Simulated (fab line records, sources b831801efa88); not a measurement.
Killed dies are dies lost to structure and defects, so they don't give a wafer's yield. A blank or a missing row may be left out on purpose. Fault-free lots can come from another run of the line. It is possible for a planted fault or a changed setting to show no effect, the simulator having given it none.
fab line records	flow gf180mcu
record: lots: 11	wafers: 33	lastDay: 35
route steps=602 shown DNWELL@40 NWELL@52 MVSD@77 MVPSD@86
lots untouched by any fault: they come from a run of this same line in which no faults occurred
startH: hours from the record's opening day to when the first of the lot's shown wafers began	waitH: time in hours since the lot's previous step	" identical to the entry in the row above	L1.1+2: one row covering several wafers at once	- no value, or no start was given	* or withheld: withheld	< > ~ a bound
route shown NAME@n: a module of which the file shows steps, and the number in the route of the first	usual: mean/standard deviation of fault-free wafers	same: alike in all rows	chamber/n: place in a boat	sites: readings site by site	_std_site: their standard deviation	_edge_site: mean of outer sites minus mean of inner sites	radiusMm: how far each site lies from the wafer's centre	mask NAME#n: copy n	behind: the most recent tool/chamber to have shaped the wafer	hold: what put the lot on hold/how long, in hours/how the hold closed	device: the transistor (n, p or np) that didn't switch	end of line: the route-end tests of the same wafers	where a step has no rows: the recipe by itself	killed: at the first sort, the dies lost to defects and structure; wafer yield is something else	map: dies across one wafer; x = killed, . = not, _ = none there
set.NAME: setting as actually run; set.NAME@STEP: the setting as run at that earlier step	model.NAME: the simulator's own value behind a step, which no gauge read
the route's steps for a sample of lots (tables are steps, rows are wafers)
services: when a tool's chamber went out of use (startH, in hours from the record's first day, below 0 if earlier), for how many hours, and the reason
== steps ==
step: GF_DNWELL_STRIP_08
recipe: chemistry: O2/N2	powerW: 1400	pressureMtorr: 1500	platenTempC: 250	o2FlowSccm: 3000	n2FlowSccm: 300	overashFraction: 0.5
usual: drypumpMotorCurrentA: 5.5/0.44	heaterPowerW: 356/37	oesProductAu: 0.722/0.0045	stripTimeToEndpointS: 36.97/0.11
lot.wafer	tool	chamber	startH	waitH	drypumpMotorCurrentA	heaterPowerW	oesProductAu	rfHoursCounterH	stripTimeToEndpointS
L978.1	plasmaAsher-04	1	53.92	0.1	5.6	387	0.726	25	36.98
L978.4	"	1	"	"	5.6	384	0.713	-	37.01
L978.6	"	0	"	"	5.1	358	0.725	-	36.92
L979.1	plasmaAsher-02	0	64.72	0.1	5.6	360	0.719	41	36.99
L979.5	"	1	"	"	5.9	336	0.729	-	36.95
L979.6	"	0	"	"	5.6	347	0.720	-	36.94
L981.1	plasmaAsher-04	1	68.02	0.1	5.6	384	0.720	26	36.95
L981.3	"	1	"	"	5.7	379	0.727	-	37.11
L981.6	"	1	"	"	5.7	381	0.724	-	37.04
L983.1	plasmaAsher-02	1	80.79	0.1	5.9	343	0.717	43	37.06
L983.2	"	0	"	"	5.5	353	0.727	43	37.04
L983.4	"	1	"	"	5.9	336	0.723	-	37.13
L987.2	plasmaAsher-02	0	94.17	0.1	5.6	344	0.726	45	36.91
L987.4	"	1	"	"	5.8	338	0.722	-	36.89
L987.6	"	0	"	"	5.6	355	0.719	-	36.94
L988.1	plasmaAsher-04	1	101.26	0.1	5.6	389	0.724	29	37.02
L988.3	"	1	"	"	5.6	388	0.726	-	37.08
L988.6	"	0	"	"	5.0	357	0.724	-	36.94
L990.2	plasmaAsher-03	1	110.87	0.1	4.9	301	0.726	46	36.80
L990.3	"	1	"	"	4.9	298	0.718	-	36.87
L990.6	"	1	"	"	4.9	303	0.717	-	36.87
L997.1	plasmaAsher-03	1	151.56	0.1	4.8	308	0.725	51	36.86
L997.5	"	1	"	"	4.8	297	0.723	-	37.02
L997.6	"	0	"	"	6.0	409	0.716	-	37.01
L998.3	plasmaAsher-04	1	155.87	0.1	5.6	385	0.717	-	36.72
L998.5	"	0	"	"	5.1	360	0.717	-	36.74
L998.6	"	1	"	"	5.6	382	0.729	-	36.78
L999.3	plasmaAsher-03	1	163.37	0.1	4.8	298	0.716	-	37.02
L999.4	"	0	"	"	6.0	404	0.719	-	36.86
L999.6	"	0	"	"	6.0	410	0.716	-	36.99
L100.2	plasmaAsher-04	1	168.91	0.1	5.6	395	0.720	35	37.00
L100.3	"	1	"	"	5.6	390	0.718	-	36.89
L100.6	"	0	"	"	5.1	352	0.723	-	36.76
step: GF_NWELL_STRIP_10
recipe: chemistry: O2/N2	powerW: 1400	pressureMtorr: 1500	platenTempC: 250	o2FlowSccm: 3000	n2FlowSccm: 300	overashFraction: 0.5
usual: drypumpMotorCurrentA: 5.7/0.37	heaterPowerW: 338/33	oesProductAu: 0.723/0.0047	stripTimeToEndpointS: 36.96/0.11
lot.wafer	tool	chamber	startH	waitH	drypumpMotorCurrentA	heaterPowerW	oesProductAu	rfHoursCounterH	stripTimeToEndpointS
L978.1	plasmaAsher-03	1	67.28	0.1	4.8	296	0.720	41	36.91
L978.4	"	1	"	"	4.8	298	0.725	-	36.92
L978.6	"	0	"	"	6.0	410	0.727	-	36.81
L979.1	plasmaAsher-01	0	78.50	0.1	5.9	310	0.730	40	36.93
L979.5	"	1	"	"	5.7	356	0.726	-	37.12
L979.6	"	0	"	"	5.9	311	0.726	-	37.01
L981.1	plasmaAsher-01	1	81.70	0.1	5.7	346	0.718	40	37.00
L981.3	"	1	"	"	5.7	355	0.726	-	36.93
L981.6	"	0	"	"	5.9	304	0.730	-	36.94
L983.1	plasmaAsher-02	1	95.45	0.1	5.9	347	0.723	45	37.05
L983.2	"	0	"	"	5.6	351	0.720	45	36.91
L983.4	"	0	"	"	5.5	350	0.721	-	36.96
L987.2	plasmaAsher-01	1	109.10	0.1	5.7	345	0.724	43	36.81
L987.4	"	1	"	"	5.7	351	0.727	-	36.82
L987.6	"	1	"	"	5.8	352	0.726	-	36.95
L988.1	plasmaAsher-03	1	116.84	0.1	4.8	295	0.724	47	36.93
L988.3	"	1	"	"	4.8	306	0.716	-	36.87
L988.6	"	0	"	"	6.0	409	0.729	-	36.78
L990.2	plasmaAsher-02	0	127.15	0.1	5.6	323	0.719	1	36.92
L990.3	"	1	"	"	5.9	326	0.727	-	37.01
L990.6	"	0	"	"	5.6	327	0.722	-	36.94
L997.1	plasmaAsher-02	0	168.08	0.1	5.5	329	0.719	6	37.10
L997.5	"	0	"	"	5.6	326	0.728	-	37.01
L997.6	"	1	"	"	5.9	320	0.729	-	37.12
L998.3	plasmaAsher-01	1	172.53	0.1	5.7	358	0.716	-	36.85
L998.5	"	1	"	"	5.7	365	0.722	-	37.02
L998.6	"	0	"	"	5.9	307	0.725	-	36.93
L999.3	plasmaAsher-02	1	180.16	0.1	5.9	330	0.725	-	37.00
L999.4	"	0	"	"	5.6	330	0.714	-	37.01
L999.6	"	0	"	"	5.5	328	0.724	-	36.98
L100.2	plasmaAsher-03	0	186.38	0.1	6.0	397	0.718	54	37.01
L100.3	"	0	"	"	6.0	394	0.718	-	36.93
L100.6	"	1	"	"	4.8	289	0.719	-	36.84
step: GF_MVSD_TW_MEAS_11
usual: MVSD_TW: 1589/14
lot.wafer	tool	chamber	startH	waitH	MVSD_TW
L978.1	filmMetro-01	-	94.80	0.1	1577
L978.4	"	-	"	"	1574
L978.6	"	-	"	"	1582
L979.1	filmMetro-04	-	107.23	0.1	1594
L979.5	"	-	"	"	1598
L979.6	"	-	"	"	1601
L981.1	filmMetro-04	-	111.53	0.1	1595
L981.3	"	-	"	"	1599
L981.6	"	-	"	"	1590
L983.1	filmMetro-03	-	126.28	0.1	1577
L983.2	"	-	"	"	1567
L983.4	"	-	"	"	1562
L987.2	filmMetro-03	-	139.88	0.1	1565
L987.4	"	-	"	"	1571
L987.6	"	-	"	"	1569
L988.1	filmMetro-03	-	147.15	0.1	1577
L988.3	"	-	"	"	1570
L988.6	"	-	"	"	1582
L990.2	filmMetro-01	-	159.89	0.1	1589
L990.3	"	-	"	"	1590
L990.6	"	-	"	"	1581
L997.1	filmMetro-03	-	203.30	0.1	1562
L997.5	"	-	"	"	1572
L997.6	"	-	"	"	1567
L998.3	filmMetro-01	-	207.27	0.1	1595
L998.5	"	-	"	"	1598
L998.6	"	-	"	"	1595
L999.3	filmMetro-03	-	216.32	0.1	1581
L999.4	"	-	"	"	1592
L999.6	"	-	"	"	1572
L100.2	filmMetro-04	-	222.96	0.1	1592
L100.3	"	-	"	"	1593
L100.6	"	-	"	"	1602
step: GF_MVPSD_IMPLANT_08
recipe: species: B	energyKev: 170	doseCm2: 1.5e+13	tiltDeg: 0
usual: beamEnergyKeV: 170.00/0.048	doseIonsCm2: 1.4998e+13/1.7e+10	faradayCurrentUA: 84.5/1.8	tiltDeg: 0.002/0.016
lot.wafer	tool	chamber	startH	waitH	beamEnergyKeV	doseIonsCm2	faradayCurrentUA	tiltDeg
L978.1	implanter-03	0	109.50	0.0	170.04	1.5043e+13	84.7	-0.021
L978.4	"	0	"	"	169.98	1.5011e+13	85.2	0.002
L978.6	"	0	"	"	169.93	1.5022e+13	85.8	0.011
L979.1	implanter-04	0	122.00	0.0	169.99	1.5016e+13	82.9	0.020
L979.5	"	0	"	"	170.11	1.5004e+13	84.4	0.000
L979.6	"	0	"	"	169.97	1.4993e+13	85.5	0.014
L981.1	implanter-04	0	126.53	0.0	170.02	1.5001e+13	85.2	0.024
L981.3	"	0	"	"	169.96	1.4974e+13	82.5	0.020
L981.6	"	0	"	"	169.97	1.4976e+13	87.2	-0.018
L983.1	implanter-03	0	141.55	0.0	169.96	1.4995e+13	84.0	-0.017
L983.2	"	0	"	"	170.06	1.4994e+13	82.6	-0.009
L983.4	"	0	"	"	169.97	1.4971e+13	84.1	-0.023
L987.2	implanter-04	0	155.32	0.0	170.06	3.807e+12	21.7	-0.018
L987.4	"	0	"	"	170.11	3.812e+12	21.4	0.010
L987.6	"	0	"	"	170.04	3.817e+12	21.0	0.007
L988.1	implanter-04	0	163.40	0.0	169.95	3.837e+12	21.5	-0.012
L988.3	"	0	"	"	170.01	3.842e+12	21.9	0.008
L988.6	"	0	"	"	169.91	3.826e+12	21.8	0.022
L990.2	implanter-03	0	176.28	0.0	170.01	1.4992e+13	86.1	0.003
L990.3	"	0	"	"	169.94	1.4986e+13	82.2	0.014
L990.6	"	0	"	"	169.87	1.4991e+13	83.8	-0.004
L997.1	implanter-03	0	221.15	0.0	169.99	1.4973e+13	84.5	-0.003
L997.5	"	0	"	"	170.03	1.4959e+13	87.1	0.029
L997.6	"	0	"	"	169.99	1.4995e+13	87.2	-0.001
L998.3	implanter-04	0	225.75	0.1	170.05	1.4997e+13	82.3	-0.013
L998.5	"	0	"	"	170.12	1.5018e+13	81.5	-0.006
L998.6	"	0	"	"	170.05	1.4996e+13	84.5	0.004
L999.3	implanter-04	0	234.55	0.1	169.93	1.5007e+13	82.2	-0.014
L999.4	"	0	"	"	169.94	1.5011e+13	82.4	0.005
L999.6	"	0	"	"	170.02	1.4988e+13	85.0	0.024
L100.2	implanter-01	0	241.15	0.0	170.02	1.5005e+13	84.2	0.008
L100.3	"	0	"	"	169.96	1.5008e+13	85.1	0.008
L100.6	"	0	"	"	169.98	1.5004e+13	86.2	0.018
step: GF_MVPSD_TW_MEAS_11
usual: MVPSD_TW: 557/4.6
lot.wafer	tool	chamber	startH	waitH	MVPSD_TW
L978.1	filmMetro-03	-	109.90	0.1	554
L978.4	"	-	"	"	550
L978.6	"	-	"	"	552
L979.1	filmMetro-04	-	122.40	0.1	562
L979.5	"	-	"	"	560
L979.6	"	-	"	"	563
L981.1	filmMetro-01	-	126.93	0.1	562
L981.3	"	-	"	"	561
L981.6	"	-	"	"	561
L983.1	filmMetro-04	-	141.95	0.1	564
L983.2	"	-	"	"	560
L983.4	"	-	"	"	560
L987.2	filmMetro-01	-	155.71	0.1	413
L987.4	"	-	"	"	412
L987.6	"	-	"	"	415
L988.1	filmMetro-01	-	163.80	0.1	415
L988.3	"	-	"	"	416
L988.6	"	-	"	"	415
L990.2	filmMetro-04	-	176.66	0.1	563
L990.3	"	-	"	"	561
L990.6	"	-	"	"	560
L997.1	filmMetro-03	-	221.55	0.1	552
L997.5	"	-	"	"	555
L997.6	"	-	"	"	555
L998.3	filmMetro-03	-	226.12	0.1	553
L998.5	"	-	"	"	554
L998.6	"	-	"	"	554
L999.3	filmMetro-04	-	234.92	0.1	561
L999.4	"	-	"	"	557
L999.6	"	-	"	"	562
L100.2	filmMetro-01	-	241.55	0.1	560
L100.3	"	-	"	"	554
L100.6	"	-	"	"	562
step: GF_VT_IMPLANT_RS_MEAS_49
recipe: thkMeasGauge: four-point-probe
usual: MVPSD_RS: 1168/3
lot.wafer	tool	chamber	startH	waitH	MVPSD_RS[ohm/sq]
L978.1	filmMetro-04	-	174.67	0.1	1168
L978.4	"	-	"	"	1167
L978.6	"	-	"	"	1167
L979.1	filmMetro-03	-	187.71	0.1	1168
L979.5	"	-	"	"	1164
L979.6	"	-	"	"	1165
L981.1	filmMetro-04	-	193.61	0.1	1167
L981.3	"	-	"	"	1169
L981.6	"	-	"	"	1168
L983.1	filmMetro-03	-	210.26	0.1	1168
L983.2	"	-	"	"	1172
L983.4	"	-	"	"	1173
L987.2	filmMetro-04	-	224.66	0.1	2189
L987.4	"	-	"	"	2199
L987.6	"	-	"	"	2175
L988.1	filmMetro-03	-	234.45	0.1	2168
L988.3	"	-	"	"	2180
L988.6	"	-	"	"	2182
L990.2	filmMetro-03	-	250.39	0.1	1166
L990.3	"	-	"	"	1166
L990.6	"	-	"	"	1163
L997.1	filmMetro-01	-	300.07	0.1	1168
L997.5	"	-	"	"	1163
L997.6	"	-	"	"	1169
L998.3	filmMetro-03	-	308.30	0.1	1167
L998.5	"	-	"	"	1171
L998.6	"	-	"	"	1169
L999.3	filmMetro-03	-	313.48	0.1	1163
L999.4	"	-	"	"	1162
L999.6	"	-	"	"	1160
L100.2	filmMetro-01	-	322.83	0.1	1164
L100.3	"	-	"	"	1167
L100.6	"	-	"	"	1164
== services ==
tool	chamber	startH	hours	kind
implanter-04	-	37.98	6.5	repair
implanter-03	-	50.83	4.4	pm
implanter-04	-	60.82	3.7	pm
implanter-01	-	95.37	3.4	pm
implanter-01	-	100.56	1.3	repair
plasmaAsher-04	-	108.13	2.8	pm
plasmaAsher-02	-	108.75	9.0	pm
plasmaAsher-02	0	108.75	9.0	ventCycle
plasmaAsher-02	1	108.75	9.0	ventCycle
plasmaAsher-04	-	111.17	0.9	repair
plasmaAsher-02	0	117.75	-	clean
plasmaAsher-02	1	117.75	-	clean
plasmaAsher-04	-	140.11	7.9	repair
implanter-01	-	150.57	44.5	repair
plasmaAsher-02	-	193.91	14.6	pm
plasmaAsher-04	-	207.02	4.6	repair
plasmaAsher-02	-	217.11	12.2	repair
== key ==
firstSign: step: GF_MVPSD_IMPLANT_08	reading: doseIonsCm2	direction: down	sigmas: 99+	usual: 1.4998e+13	struck: 3.823e+12
effect: step: GF_MVPSD_IMPLANT_08	reading: faradayCurrentUA	direction: down	sigmas: 36	usual: 84.5	struck: 21.6
effect: step: GF_MVPSD_TW_MEAS_11	reading: MVPSD_TW	direction: down	sigmas: 31	usual: 557	struck: 414
effect: step: GF_VT_IMPLANT_RS_MEAS_49	reading: MVPSD_RS	direction: up	sigmas: 99+	usual: 1168	struck: 2182
metAt GF_MVPSD_IMPLANT_08
struckLots L987,L988
testerLeftOut L987,L988
notActingAt GF_DNWELL_STRIP_08,GF_NWELL_STRIP_10,GF_MVSD_TW_MEAS_11
onsetBetween 126.53 155.32
fault: kind: processParameterDrift	tool: implanter-04	chamber: -	onsetH: 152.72	steps: GF_MVPSD_IMPLANT_08	channel: doseCm2	offset: -1.1169e+13	shape: step	endH: 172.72	actsIn: theseRecipesOnly	stated: 1.5e+13
testerLeftOut: of these lots the tester's yield and bins aren't shown, on N5 and GAA mostly nor the transistor test; their killed dies are dies lost to structure and defects alone, not to doping, threshold or leakage, so they don't give the yield
